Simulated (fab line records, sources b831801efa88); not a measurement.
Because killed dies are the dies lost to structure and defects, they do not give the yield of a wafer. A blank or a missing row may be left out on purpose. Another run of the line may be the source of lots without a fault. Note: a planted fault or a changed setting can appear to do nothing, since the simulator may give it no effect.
Which of the tools did it? :: flow sky130 :: 6 lots (18 wafers sampled), 1 step of a 708-step route

WHAT EACH GAUGE READ, for each wafer
SKY_FIELD_ISO_THK_MEAS_25.
lot: L301
measured: day 2 16:05
on: filmMetro-01
FIELD_ISO_CVD_24_THK (nm): 593 591 589

lot: L304
measured: day 3 04:58
on: filmMetro-01
FIELD_ISO_CVD_24_THK (nm): 594 580 589

lot: L307
measured: day 3 19:58
on: filmMetro-01
FIELD_ISO_CVD_24_THK (nm): 596 598 592

lot: L312
measured: day 5 01:13
on: filmMetro-01
FIELD_ISO_CVD_24_THK (nm): 592 592 591

lot: L319
measured: day 6 12:10
on: filmMetro-03
FIELD_ISO_CVD_24_THK (nm): 589 596 589

lot: L323
measured: day 7 08:14
on: filmMetro-03
FIELD_ISO_CVD_24_THK (nm): 596 600 598

WHICH TOOL RAN EACH LOT (tool, then ch and the chambers of the sampled wafers, then the start)
There is no process step in the record ahead of these readings.

THE ANSWER, worked out from the rows above alone
Rule: usual is defined by the lots themselves. Put in order of their means at a reading, lots are off if they are a third of the lots or fewer, leave a main group of 4 or more, and stand apart from it by a gap of 3 or more times the standard deviation of the main group's means; of several such gaps the widest counts. A main group is skipped when, at the precision printed for the reading in the tables above, its means are all equal. A lot without any number at a reading at which 4 lots or more have one is off too. Any other lot the step has rows for is counted as sound.
No lot is off at any reading shown: from this, nothing can be told.

WHAT THE SIMULATOR HAD PUT IN
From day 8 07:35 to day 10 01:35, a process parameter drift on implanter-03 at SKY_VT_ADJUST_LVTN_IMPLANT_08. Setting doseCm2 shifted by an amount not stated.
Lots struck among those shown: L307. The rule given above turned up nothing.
